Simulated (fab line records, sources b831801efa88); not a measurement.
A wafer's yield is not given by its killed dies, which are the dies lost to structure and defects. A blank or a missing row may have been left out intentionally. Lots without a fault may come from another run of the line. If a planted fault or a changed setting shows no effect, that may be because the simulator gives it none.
fab line records | flow sky130
record: lots: 4 | wafers: 12 | last_day: 50
route steps=708 shown POLY_CUT@317 SD_P@320 RES_XHIGH@332 SD_N@342 PAD_OPEN@708
lots that met no fault: from a run of the same line without faults
start_h: hours from the record's opening day to when the first of the lot's shown wafers began | wait_h: how many hours have passed since the lot's step before this one | " identical to the entry in the row above | L1.1+2: a single row standing in for several wafers | - no value, or no start was given | * or withheld: withheld | < > ~ a bound
route shown NAME@n: a module of which the file shows steps, and the number in the route of the first | usual: average and standard deviation across the fault-free wafers | same: alike in all rows | chamber/n: place in a boat | sites: the reading at each site | _std_site: the values' standard deviation | _edge_site: outer sites' mean less inner sites' | radius_mm: for every site, how far away it sits from the centre of the wafer | mask NAME#n: copy n | behind: the last tool/chamber to shape the wafer | hold: cause of the lot's hold/its duration in hours/its outcome | device: which transistor (n, p or np) failed to switch | end of line: the same wafers' tests at the end of the route | a step given without rows: its recipe and nothing more | killed: dies that structure and defects cost at the first sort, which is not the same as the wafer's yield | map: a wafer's dies, x killed, . not, _ none there
set.NAME: the setting as run; set.NAME@STEP: as run at that earlier step | model.NAME: the simulator's own value behind a step, which no gauge read
lots at selected steps of the route; one table per step, one row per wafer
services: from which hour (start_h, from the record's first day; less than 0 if before it) a tool's chamber was out of use, for how many hours, and why
== steps ==
step: SKY_POLY_CUT_ETCH_10
recipe: chemistry: N2/H2 | target: BARC | ion_energy_ev: 200 | source_w: 500 | bias_w: 100 | pressure_mtorr: 30 | n2_flow_sccm: 100 | h2_flow_sccm: 200 | stop_on: SiO2 | time_s: 45.9 | target_depth_a: 600
step: SKY_POLY_CUT_ETCH_11
recipe: target: Si3N4 | chemistry: CF4/CH2F2/Ar | stop_on: poly-Si | source_w: 600 | bias_w: 150 | pressure_mtorr: 40 | cf4_flow_sccm: 40 | ch2f2_flow_sccm: 20 | Ar_flow_sccm: 150 | time_s: 42.5 | target_depth_a: 600
step: SKY_POLY_CUT_STRIP_12
recipe: chemistry: O2/N2 | power_w: 1400 | pressure_mtorr: 1500 | platen_temp_c: withheld | o2_flow_sccm: 3000 | n2_flow_sccm: 300 | overash_fraction: 0.5
step: SKY_SD_P_DEHYDRATE_00
recipe: temp_c: 200 | time_s: 60
step: SKY_SD_P_HMDS_01
recipe: prime_time_s: 60 | prime_temp_c: 120
step: SKY_SD_P_COAT_02
recipe: resist: NOVOLAK | spin_rpm: 3000 | resist_thk_nm: 1140
step: SKY_SD_P_SOFTBAKE_03
recipe: temp_c: 90 | time_s: 60 | resist: NOVOLAK
step: SKY_SD_P_EXPOSE_04
recipe: mask_id: PSDM | na: 0.6 | source_shape: conventional | sigma_outer: 0.6 | polarization: unpolarized | target_cd_nm: 380 | dose_mj: 138
step: SKY_SD_P_PEB_05
recipe: temp_c: withheld | time_s: * | resist: NOVOLAK
step: SKY_SD_P_DEVELOP_06
recipe: resist: NOVOLAK | developer: TMAH | develop_time_s: 60 | dev_temp_c: 23
step: SKY_SD_P_IMPLANT_09
recipe: species: BF2 | energy_kev: 20 | dose_cm2: 3e+15 | tilt_deg: 0
usual: dose_ions_cm2: 3e+15/3.4e+12
same: implant_ion_amu: 49
lot.wafer | tool         | chamber | start_h | wait_h | dose_ions_cm2
L138.1    | implanter-02 | 0       | 653.01  | 0.0    | 2.429e+15
L138.3    | "            | 0       | "       | "      | 2.431e+15
L138.5    | "            | 0       | "       | "      | 2.426e+15
L139.1    | implanter-02 | 0       | 661.56  | 0.0    | 2.423e+15
L139.2    | "            | 0       | "       | "      | 2.421e+15
L139.6    | "            | 0       | "       | "      | 2.425e+15
L145.1    | implanter-01 | 0       | 709.07  | 0.0    | 3.006e+15
L145.3    | "            | 0       | "       | "      | 2.997e+15
L145.6    | "            | 0       | "       | "      | 2.995e+15
L151.1    | implanter-02 | 0       | 754.43  | 0.0    | 3.004e+15
L151.2    | "            | 0       | "       | "      | 3.001e+15
L151.5    | "            | 0       | "       | "      | 3.002e+15
step: SKY_SD_P_STRIP_10
recipe: chemistry: O2/N2 | power_w: 1400 | pressure_mtorr: 1500 | platen_temp_c: withheld | o2_flow_sccm: 3000 | n2_flow_sccm: 300 | overash_fraction: 0.5
usual: drypump_motor_current_A: 5.5/0.45 | oes_product_au: 0.617/0.0044 | strip_time_to_endpoint_s: 17.52/0.042
lot.wafer | tool            | chamber | start_h | wait_h | drypump_motor_current_A | oes_product_au | rf_hours_counter_h | strip_time_to_endpoint_s
L138.1    | plasma_asher-01 | 0       | 653.16  | 0.1    | 4.8                     | 0.631          | 96                 | 17.15
L138.3    | "               | 0       | "       | "      | 4.9                     | 0.630          | -                  | 17.17
L138.5    | "               | 0       | "       | "      | 4.8                     | 0.627          | -                  | 17.15
L139.1    | plasma_asher-03 | 0       | 661.71  | 0.1    | 5.4                     | 0.625          | 82                 | 17.10
L139.2    | "               | 1       | "       | "      | 5.8                     | 0.624          | 82                 | 17.10
L139.6    | "               | 0       | "       | "      | 5.4                     | 0.627          | -                  | 17.08
L145.1    | plasma_asher-03 | 0       | 709.22  | 0.1    | 5.4                     | 0.621          | 86                 | 17.60
L145.3    | "               | 1       | "       | "      | 5.7                     | 0.623          | -                  | 17.62
L145.6    | "               | 1       | "       | "      | 5.7                     | 0.626          | -                  | 17.59
L151.1    | plasma_asher-01 | 1       | 754.58  | 0.1    | 6.2                     | 0.617          | 1                  | 17.47
L151.2    | "               | 0       | "       | "      | 4.8                     | 0.615          | 1                  | 17.45
L151.5    | "               | 1       | "       | "      | 6.2                     | 0.623          | -                  | 17.52
step: SKY_SD_P_TW_MEAS_11
usual: SD_P_TW: 2855/26
lot.wafer | tool          | chamber | start_h | wait_h | SD_P_TW
L138.1    | film_metro-02 | -       | 653.26  | 0.1    | 2704
L138.3    | "             | -       | "       | "      | 2730
L138.5    | "             | -       | "       | "      | 2704
L139.1    | film_metro-03 | -       | 661.81  | 0.1    | 2765
L139.2    | "             | -       | "       | "      | 2741
L139.6    | "             | -       | "       | "      | 2765
L145.1    | film_metro-03 | -       | 709.32  | 0.1    | 2880
L145.3    | "             | -       | "       | "      | 2881
L145.6    | "             | -       | "       | "      | 2873
L151.1    | film_metro-03 | -       | 754.68  | 0.1    | 2877
L151.2    | "             | -       | "       | "      | 2883
L151.5    | "             | -       | "       | "      | 2876
step: SKY_RES_XHIGH_DEHYDRATE_00
recipe: temp_c: 200 | time_s: 60
step: SKY_RES_XHIGH_HMDS_01
recipe: prime_time_s: 60 | prime_temp_c: 120
step: SKY_RES_XHIGH_COAT_02
recipe: resist: NOVOLAK | spin_rpm: 3000 | resist_thk_nm: 1140
step: SKY_RES_XHIGH_SOFTBAKE_03
recipe: temp_c: 90 | time_s: 60 | resist: NOVOLAK
step: SKY_RES_XHIGH_EXPOSE_04
recipe: mask_id: URPM | na: 0.6 | source_shape: conventional | sigma_outer: 0.6 | polarization: unpolarized | target_cd_nm: 1270 | dose_mj: 140
step: SKY_RES_XHIGH_PEB_05
recipe: temp_c: withheld | time_s: * | resist: NOVOLAK
step: SKY_RES_XHIGH_DEVELOP_06
recipe: resist: NOVOLAK | developer: TMAH | develop_time_s: 60 | dev_temp_c: 23
step: SKY_RES_XHIGH_IMPLANT_07
recipe: species: BF2 | energy_kev: 20 | dose_cm2: 3.6e+14 | tilt_deg: 0
step: SKY_RES_XHIGH_STRIP_08
recipe: chemistry: O2/N2 | power_w: 1400 | pressure_mtorr: 1500 | platen_temp_c: withheld | o2_flow_sccm: 3000 | n2_flow_sccm: 300 | overash_fraction: 0.5
step: SKY_SD_N_DEHYDRATE_00
recipe: temp_c: 200 | time_s: 60
step: SKY_SD_N_HMDS_01
recipe: prime_time_s: 60 | prime_temp_c: 120
step: SKY_SD_N_COAT_02
recipe: resist: NOVOLAK | spin_rpm: 3000 | resist_thk_nm: 1140
step: SKY_SD_N_SOFTBAKE_03
recipe: temp_c: 90 | time_s: 60 | resist: NOVOLAK
step: SKY_SD_N_EXPOSE_04
recipe: mask_id: NSDM | na: 0.6 | source_shape: conventional | sigma_outer: 0.6 | polarization: unpolarized | target_cd_nm: 380 | dose_mj: 141
step: SKY_SD_N_PEB_05
recipe: temp_c: withheld | time_s: * | resist: NOVOLAK
step: SKY_SD_N_DEVELOP_06
recipe: resist: NOVOLAK | developer: TMAH | develop_time_s: 60 | dev_temp_c: 23
step: SKY_SD_N_IMPLANT_09
recipe: species: As | energy_kev: 50 | dose_cm2: 4e+15 | tilt_deg: 0
step: SKY_SD_N_IMPLANT_10
recipe: species: P | energy_kev: 20 | dose_cm2: 1e+14 | tilt_deg: 0
step: SKY_SD_N_STRIP_11
recipe: chemistry: O2/N2 | power_w: 1400 | pressure_mtorr: 1500 | platen_temp_c: withheld | o2_flow_sccm: 3000 | n2_flow_sccm: 300 | overash_fraction: 0.5
step: SKY_SD_N_CLEAN_13
recipe: chemistry: SC1/SC2 | mix: 1:4:20 | temp_c: 70 | time_s: 150 | dry: n2_spin
step: SKY_SD_N_RTA_14
recipe: temp_c: 1075 | time_s: 2 | idle_temp_c: 650 | ramp_up_c_per_s: 150 | ramp_down_c_per_s: 90 | ambient: N2
step: SKY_SD_N_RS_MEAS_17
recipe: thk_meas_gauge: four-point-probe
usual: SD_P_RS: 147.0/0.47
lot.wafer | tool          | chamber | start_h | wait_h | SD_P_RS[ohm/sq]
L138.1    | film_metro-04 | -       | 707.93  | 0.1    | 150.3
L138.3    | "             | -       | "       | "      | 150.7
L138.5    | "             | -       | "       | "      | 150.7
L139.1    | film_metro-04 | -       | 715.06  | 0.1    | 150.5
L139.2    | "             | -       | "       | "      | 150.7
L139.6    | "             | -       | "       | "      | 150.5
L145.1    | film_metro-02 | -       | 763.23  | 0.1    | 146.4
L145.3    | "             | -       | "       | "      | 146.6
L145.6    | "             | -       | "       | "      | 146.6
L151.1    | film_metro-02 | -       | 807.46  | 0.1    | 146.6
L151.2    | "             | -       | "       | "      | 146.3
L151.5    | "             | -       | "       | "      | 146.5
step: SKY_PAD_OPEN_PROBE_99
usual: killed_at_M0_to_M3: 43/7 | killed_at_M4_up: 3.5/1.9 | killed_at_contacts: 24/5.3 | killed_at_front_end: 15/4.4 | killed_at_other: 0.3/0.69 | killed_dies: 87/9.7 | killed_open: 48/7 | killed_short: 39/6.4
same: gross_dies: 492 | killed_at_back_side: 0
lot.wafer | tool      | chamber | start_h | wait_h | killed_at_M0_to_M3 | killed_at_M4_up | killed_at_contacts | killed_at_front_end | killed_at_other | killed_dies | killed_open | killed_short | model.etest.res_high_po.line_ohm_um | model.etest.licon_high_po.rc_ohm | model.etest.res_pdiff.line_ohm_um | model.etest.licon_pdiff.rc_ohm | model.etest.res_high_po.rs_ohm_sq | model.etest.res_pdiff_hv.rs_ohm_sq | model.etest.res_pdiff.rs_ohm_sq
L138.1    | prober-02 | -       | 1121.30 | 0.1    | 43                 | 3               | 21                 | 15                  | 0               | 82          | 41          | 41           | 879.5                               | 473.2                            | 1433                              | 629.8                          | 307                               | 201.7                              | 209.7
L138.3    | prober-02 | -       | 1121.40 | 0.2    | 34                 | 5               | 26                 | 11                  | 0               | 76          | 40          | 36           | 886.9                               | 488.1                            | 1446                              | 671.5                          | 307.4                             | 203.9                              | 210.6
L138.5    | prober-02 | -       | 1121.50 | 0.2    | 28                 | 3               | 16                 | 10                  | 0               | 57          | 33          | 24           | 896.3                               | 485.9                            | 1459                              | 625.5                          | 314                               | 204.3                              | 210.6
L139.1    | prober-01 | -       | 1124.37 | 0.1    | 50                 | 2               | 30                 | 7                   | 0               | 89          | 44          | 44           | 886                                 | 464.9                            | 1413                              | 621.5                          | 305.5                             | 201                                | 206.4
L139.2    | prober-01 | -       | 1124.42 | 0.1    | 42                 | 3               | 24                 | 9                   | 1               | 79          | 37          | 42           | 879.2                               | 487.6                            | 1457                              | 651.5                          | 308.9                             | 200.3                              | 208.8
L139.6    | prober-01 | -       | 1124.62 | 0.2    | 37                 | 3               | 20                 | 12                  | 0               | 72          | 35          | 37           | 842.2                               | 457.1                            | 1440                              | 636.2                          | 298.6                             | 199.3                              | 207
L145.1    | prober-02 | -       | 1159.23 | 0.1    | 49                 | 3               | 29                 | 14                  | 0               | 95          | 51          | 44           | 735.4                               | 341.7                            | 1427                              | 562.3                          | 262.3                             | 192.7                              | 197.3
L145.3    | prober-02 | -       | 1159.33 | 0.2    | 48                 | 1               | 21                 | 12                  | 1               | 83          | 48          | 35           | 742.8                               | 339.5                            | 1389                              | 590.1                          | 264.1                             | 193.1                              | 200.1
L145.6    | prober-02 | -       | 1159.48 | 0.2    | 31                 | 7               | 26                 | 19                  | 0               | 83          | 53          | 30           | 760.7                               | 345.8                            | 1375                              | 551.3                          | 269.1                             | 193.8                              | 197.8
L151.1    | prober-02 | -       | 1189.73 | 0.1    | 36                 | 3               | 30                 | 16                  | 1               | 86          | 49          | 37           | 763.8                               | 350.5                            | 1405                              | 569.3                          | 260                               | 188.1                              | 196.4
L151.2    | prober-02 | -       | 1189.78 | 0.1    | 37                 | 1               | 19                 | 22                  | 0               | 79          | 47          | 32           | 750.2                               | 367.7                            | 1399                              | 588                            | 259.5                             | 188.8                              | 195.5
L151.5    | prober-02 | -       | 1189.93 | 0.2    | 37                 | 3               | 25                 | 20                  | 0               | 85          | 53          | 32           | 722.6                               | 343.9                            | 1386                              | 541.4                          | 256.4                             | 188.2                              | 193.8
killed by level:class
L138.1 VIA1:geometric_particle:open=8 METAL2:geometric_particle:short=8 LOCAL_INTERCONNECT:geometric_particle:short=7 CONTACT:geometric_particle:open=7 VIA1:geometric_particle:short=6 VIA3:geometric_particle:open=6 POLY_GATE:geometric_particle:open=4 VIA2:geometric_particle:open=4
L138.3 CONTACT:geometric_particle:open=9 VIA1:geometric_particle:open=6 VIA2:geometric_particle:open=6 METAL2:geometric_particle:short=5 LOCAL_INTERCONNECT:geometric_particle:short=5 CONTACT:geometric_particle:short=5 VIA3:geometric_particle:open=5 FIELD_ISO:geometric_particle:open=4
L138.5 VIA1:geometric_particle:open=14 LI_CONTACT:geometric_particle:open=7 CONTACT:geometric_particle:open=5 FIELD_ISO:geometric_particle:short=4 METAL1:geometric_particle:short=3 METAL2:geometric_particle:short=3 POLY_GATE:geometric_particle:short=2 LI_CONTACT:geometric_particle:short=2
L139.1 CONTACT:geometric_particle:open=9 LI_CONTACT:geometric_particle:open=8 VIA3:geometric_particle:open=8 METAL3:geometric_particle:short=7 METAL1:geometric_particle:short=7 VIA1:geometric_particle:short=7 VIA2:geometric_particle:open=5 VIA1:geometric_particle:open=5
L139.2 VIA1:geometric_particle:open=10 CONTACT:geometric_particle:open=8 METAL1:geometric_particle:short=6 VIA1:geometric_particle:short=6 FIELD_ISO:geometric_particle:short=5 LI_CONTACT:geometric_particle:short=4 LI_CONTACT:geometric_particle:open=4 LOCAL_INTERCONNECT:geometric_particle:short=4
L139.6 CONTACT:geometric_particle:open=9 VIA1:geometric_particle:open=8 METAL1:geometric_particle:short=7 CONTACT:geometric_particle:short=5 POLY_GATE:geometric_particle:open=4 VIA3:geometric_particle:short=4 VIA3:geometric_particle:open=4 FIELD_ISO:geometric_particle:short=3
L145.1 VIA2:geometric_particle:open=11 CONTACT:geometric_particle:open=9 VIA1:geometric_particle:open=9 VIA1:geometric_particle:short=7 METAL2:geometric_particle:short=6 LI_CONTACT:geometric_particle:short=6 CONTACT:geometric_particle:short=6 METAL3:geometric_particle:short=5
L145.3 VIA1:geometric_particle:open=11 CONTACT:geometric_particle:open=9 VIA2:geometric_particle:open=8 METAL1:geometric_particle:short=7 LI_CONTACT:geometric_particle:open=6 VIA3:geometric_particle:short=5 LOCAL_INTERCONNECT:geometric_particle:short=4 VIA1:geometric_particle:short=4
L145.6 VIA1:geometric_particle:open=11 LI_CONTACT:geometric_particle:open=11 CONTACT:geometric_particle:open=9 VIA3:geometric_particle:open=7 FIELD_ISO:geometric_particle:open=6 POLY_GATE:geometric_particle:short=4 METAL2:geometric_particle:short=4 METAL4:geometric_particle:short=4
L151.1 LI_CONTACT:geometric_particle:open=11 VIA1:geometric_particle:open=10 FIELD_ISO:geometric_particle:open=6 CONTACT:geometric_particle:short=6 CONTACT:geometric_particle:open=5 VIA2:geometric_particle:open=5 VIA2:geometric_particle:short=5 POLY_GATE:geometric_particle:short=4
L151.2 LI_CONTACT:geometric_particle:open=9 VIA1:geometric_particle:open=8 VIA3:geometric_particle:open=6 FIELD_ISO:geometric_particle:open=5 FIELD_ISO:geometric_particle:short=5 CONTACT:geometric_particle:open=5 VIA1:geometric_particle:short=4 VIA2:geometric_particle:short=4
L151.5 FIELD_ISO:geometric_particle:open=10 VIA1:geometric_particle:open=9 LI_CONTACT:geometric_particle:open=9 VIA2:geometric_particle:open=8 CONTACT:geometric_particle:open=7 FIELD_ISO:geometric_particle:short=5 LOCAL_INTERCONNECT:geometric_particle:short=5 VIA3:geometric_particle:open=4
== services ==
tool            | chamber | start_h | hours | kind
plasma_asher-01 | -       | 638.17  | 2.9   | repair
implanter-01    | -       | 651.55  | 10.9  | repair
plasma_asher-03 | -       | 685.57  | 7.5   | repair
implanter-01    | -       | 709.68  | 4.5   | pm
plasma_asher-03 | -       | 733.12  | 14.6  | pm
plasma_asher-01 | -       | 733.75  | 9.0   | pm
plasma_asher-01 | 0       | 733.75  | 9.0   | vent_cycle
plasma_asher-01 | 1       | 733.75  | 9.0   | vent_cycle
plasma_asher-01 | 0       | 742.75  | -     | clean
plasma_asher-01 | 1       | 742.75  | -     | clean
== key ==
first_sign: step: SKY_SD_P_IMPLANT_09 | reading: dose_ions_cm2 | direction: down | sigmas: 99+ | usual: * | struck: *
effect: step: SKY_SD_P_STRIP_10 | reading: strip_time_to_endpoint_s | direction: down | sigmas: 9.5 | usual: * | struck: *
effect: step: SKY_SD_P_TW_MEAS_11 | reading: SD_P_TW | direction: down | sigmas: 4.7 | usual: 2855 | struck: 2735
effect: step: SKY_SD_N_RS_MEAS_17 | reading: SD_P_RS | direction: up | sigmas: 7.6 | usual: 147.0 | struck: 150.6
model_effect: step: SKY_PAD_OPEN_PROBE_99 | value: etest.res_high_po.line_ohm_um | without: 751 | struck: 878.4
met_at SKY_SD_P_IMPLANT_09
struck_wafers L138.1,L138.3,L138.5,L139.1,L139.2,L139.6
tester_left_out L138,L139
fault: kind: process_parameter_drift | tool: implanter-02 | chamber: - | onset_h: 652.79 | steps: SKY_SD_P_IMPLANT_09 | channel: dose_cm2 | offset: * | shape: step | end_h: 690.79 | acts_in: * | stated: *
tester_left_out: of these lots the tester's yield and bins aren't shown, on N5 and GAA mostly nor the transistor test; their killed dies are dies lost to structure and defects alone, not to doping, threshold or leakage, so they don't give the yield
